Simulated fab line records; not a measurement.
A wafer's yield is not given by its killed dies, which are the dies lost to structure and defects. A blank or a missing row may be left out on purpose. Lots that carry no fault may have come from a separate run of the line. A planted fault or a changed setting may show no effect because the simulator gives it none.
Which of the tools did it?    flow gf180mcu    11 lots with 33 wafers sampled at 2 steps, on a route of 602 steps

== WHAT THE GAUGES SHOWED, per wafer ==
GF_M3_OVL_MEAS_15.
lot   measured      on          M3_OVL (nm)
L666  day 21 11:54  overlay-01  -2 7 6
L668  day 22 06:25  overlay-02  -1 -7 -2
L670  day 22 22:57  overlay-01  4 6 1
L671  day 23 00:27  overlay-01  -6 -11 -4
L672  day 23 08:17  overlay-02  -10 -10 -4
L673  day 23 13:18  overlay-02  5 -2 -7
L681  day 26 07:20  overlay-01  -5 2 2
L684  day 27 11:31  overlay-01  -8 0 -8
L686  day 28 08:07  overlay-01  3 -2 13
L688  day 28 18:28  overlay-02  0 5 3
L687  day 28 20:13  overlay-02  -3 2 -6

GF_V3_THK_MEAS_03.
lot   measured      on             V3_CVD_02_THK (nm)
L666  day 21 12:54  film_metro-04  863 867 873
L668  day 22 07:25  film_metro-01  855 847 869
L670  day 22 23:50  film_metro-04  845 843 851
L671  day 23 01:20  film_metro-04  859 879 874
L672  day 23 09:13  film_metro-02  857 860 864
L673  day 23 14:11  film_metro-02  862 865 859
L681  day 26 08:16  film_metro-04  842 842 856
L684  day 27 12:26  film_metro-04  853 865 871
L686  day 28 09:00  film_metro-04  841 851 842
L688  day 28 19:20  film_metro-04  857 848 870
L687  day 28 21:10  film_metro-04  842 840 859

== TOOL THAT RAN EACH LOT (tool first, then ch and the chambers of the sampled wafers, then the start) ==
Before these readings, the record contains no process step.

== WHAT THE TOOLS THEMSELVES READ (means of the sampled wafers that have a number; where no wafer has one, the mark that the record gives instead) ==
The record holds no such reading with a usual standard deviation.

== THE ANSWER, worked out from the rows above alone ==
Rule: the lots themselves supply what counts as usual. Put in order of their means at a reading, lots are off if they are a third of the lots or fewer, leave a main group of 4 or more, and stand apart from it by a gap of 3 or more times the standard deviation of the main group's means; of several such gaps the widest counts. If all means in a main group match to the digits the tables above print for the reading, that group is not used. A lot without any number at a reading at which 4 lots or more have one is off too. Any other lot the step has rows for is counted as sound. Order of review: gauges by route order, followed by the tools' own readings, for which a lot's mean as printed above is used. The first step at which some lot is off is used, and at that step the reading that is off furthest; a lot without a number counts as furthest.
Across all readings shown, no lot is off: no conclusion can be drawn from this.

== WHAT WAS PUT IN BY THE SIMULATOR ==
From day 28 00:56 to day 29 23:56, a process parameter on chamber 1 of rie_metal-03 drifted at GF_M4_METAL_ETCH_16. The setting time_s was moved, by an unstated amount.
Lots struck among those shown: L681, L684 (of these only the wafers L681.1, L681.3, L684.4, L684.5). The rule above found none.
